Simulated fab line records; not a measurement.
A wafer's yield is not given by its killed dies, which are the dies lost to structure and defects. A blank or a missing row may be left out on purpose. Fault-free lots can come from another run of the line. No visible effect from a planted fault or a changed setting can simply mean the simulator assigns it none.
Code-filled problem report in 8D (eight disciplines) form :: flow sky130 :: the parts of the form that need people (team, actions taken, sign-off) are left out

## 1. THE ISSUE
Across 6 wafers from 2 lots, SONOS_ONO_OXIDATION_THK at SKY_SONOS_ONO_THK_MEAS_01 averages 2.86 nm, while fault-free wafers read 2.58 nm with a standard deviation of 0.052. Relative to the usual mean, that is a shift of +5.4 standard deviations.
First seen on wafer L610.1, day 13 17:03, on film-metro-01. Wafers with a number at this step in the record: 36, from 12 lots. Rule for "out", or "out of limits": more than 4 standard deviations from the usual mean. All remaining wafers that have a number are taken as sound.

## 2. WHAT IT IS; WHAT IT IS NOT
question: which readings at this step
is: SONOS_ONO_OXIDATION_THK
is not: -

question: which lots
is: L610, L611
is not: L603, L604, L605, L607, L616, L619, L620, L621, L622, L625

question: which wafers of those lots
is: all that have a number
is not: -

question: read on which gauges
is: film-metro-01
is not: film-metro-02, film-metro-03

question: when
is: from day 13 17:03
is not: up to then (12 sound wafers); but 18 sound wafers of L616, L619, L620, L621, L622, L625 came after

## 3. THE SUSPECTS, EACH WITH WHAT RULES IT OUT
Counting: a tool stays on the suspect list if, at a process step up to the reading, it processed all lots that are out and no sound lot following the first of them.
- the gauge at SKY_SONOS_ONO_THK_MEAS_01: kept. All the wafers that are out were read on film-metro-01, and no step on other tools shows them out.
- furnace-01 at SKY_SONOS_ONO_OXIDATION_00 (stabilise 600 s, purge 300 s, target thk 2.6 nm): ruled out as a lasting fault. The sound lots L621, L622, L625 went through it after L610, its earliest lot that is out (day 13 15:37).
Left after counting: film-metro-01 at SKY_SONOS_ONO_THK_MEAS_01.

## 4. THE CAUSE (what the simulator had put in)
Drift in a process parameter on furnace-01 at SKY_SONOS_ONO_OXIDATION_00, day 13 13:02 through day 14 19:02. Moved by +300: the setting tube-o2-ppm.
The count ruled it out by mistake, since the rule takes a fault to strike every lot its tool runs from the start of the fault on, and this one did not do so.

## 5. THE CHAIN OF EFFECTS, in route order
One row per reading whose mean, taken over the struck wafers that have a number, lies over 3 standard deviations from the usual. Only readings for which the record gives a usual standard deviation are gone through. hours: the time from each lot's start at the first step in this table that gives one to its start at this step, as a median over the lots. sigmas: the change in usual standard deviations.
hours: 0
step: SKY_SONOS_ONO_THK_MEAS_01
reading: SONOS_ONO_OXIDATION_THK
usual: 2.58 nm
on struck wafers: 2.86
change: +0.28
sigmas: +5.4
Later steps that measure or inspect, where all struck wafers having a row at the step show a number for every such reading and not one has moved that far: SKY_LDD_HVN_TW_MEAS_10, SKY_SD_P_TW_MEAS_11.

## 6. HOW IT WOULD HAVE BEEN CAUGHT EARLIER
Counted from the fault's start at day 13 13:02, it took 4 hours until the first out-of-limits reading at a measuring or inspecting step in this record, taken at day 13 17:03.
Tool readings at SKY_SONOS_ONO_OXIDATION_00 with a usual standard deviation given in the record: none out on any struck wafer, hence no alarm at a limit of 4 standard deviations on them.
